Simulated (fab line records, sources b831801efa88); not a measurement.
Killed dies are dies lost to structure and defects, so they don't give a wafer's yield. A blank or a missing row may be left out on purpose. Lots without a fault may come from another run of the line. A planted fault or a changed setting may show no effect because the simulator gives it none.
Which tool did it? | flow gf180mcu | 13 lots, 37 wafers sampled, at 1 step of a route of 602

WHAT THE GAUGES READ, wafer by wafer
GF_V2_THK_MEAS_03.
lot  | measured     | on            | V2_CVD_02_THK (nm)
L604 | day 19 06:36 | film_metro-02 | 852 852 834
L605 | day 19 19:52 | film_metro-03 | 858 850 854
L606 | day 20 05:10 | film_metro-02 | 867 864 873
L607 | day 20 16:27 | film_metro-02 | 858 856 849
L608 | day 20 17:54 | film_metro-03 | 838 827 840
L610 | day 21 10:25 | film_metro-03 | 851 860 874
L611 | day 21 17:35 | film_metro-04 | 859 873 873
L613 | day 22 13:15 | film_metro-03 | 870 864 872
L615 | day 23 15:46 | film_metro-02 | 838 849 845
L616 | day 23 17:05 | film_metro-04 | 843 854 855
L620 | day 26 04:37 | film_metro-03 | 833 837 830
L621 | day 26 05:56 | film_metro-03 | 855 861
L622 | day 26 20:19 | film_metro-04 | 848 860

WHICH TOOL RAN EACH LOT (tool, then ch and the chambers of the sampled wafers, then the start)
The record holds no process step before these readings.

WHAT THE TOOLS THEMSELVES READ (means of the sampled wafers that have a number; where no wafer has one, the mark that the record gives instead)
The record holds no such reading with a usual standard deviation.

THE ANSWER, worked out from the rows above alone
Rule: what is usual is taken from the lots themselves. Put in order of their means at a reading, lots are off if they are a third of the lots or fewer, leave a main group of 4 or more, and stand apart from it by a gap of 3 or more times the standard deviation of the main group's means; of several such gaps the widest counts. A main group whose means are all the same, to the digits that the tables above print for the reading, isn't used. A lot without any number at a reading at which 4 lots or more have one is off too. The other lots that the step has rows for count as sound. The gauges are gone through in route order, then the tools' own readings, and for those a lot's mean is taken as printed above. The first step at which some lot is off is used, and at that step the reading that is off furthest; a lot without a number counts as furthest.
No lot is off at any reading shown: from this, nothing can be told.

WHAT THE SIMULATOR HAD PUT IN
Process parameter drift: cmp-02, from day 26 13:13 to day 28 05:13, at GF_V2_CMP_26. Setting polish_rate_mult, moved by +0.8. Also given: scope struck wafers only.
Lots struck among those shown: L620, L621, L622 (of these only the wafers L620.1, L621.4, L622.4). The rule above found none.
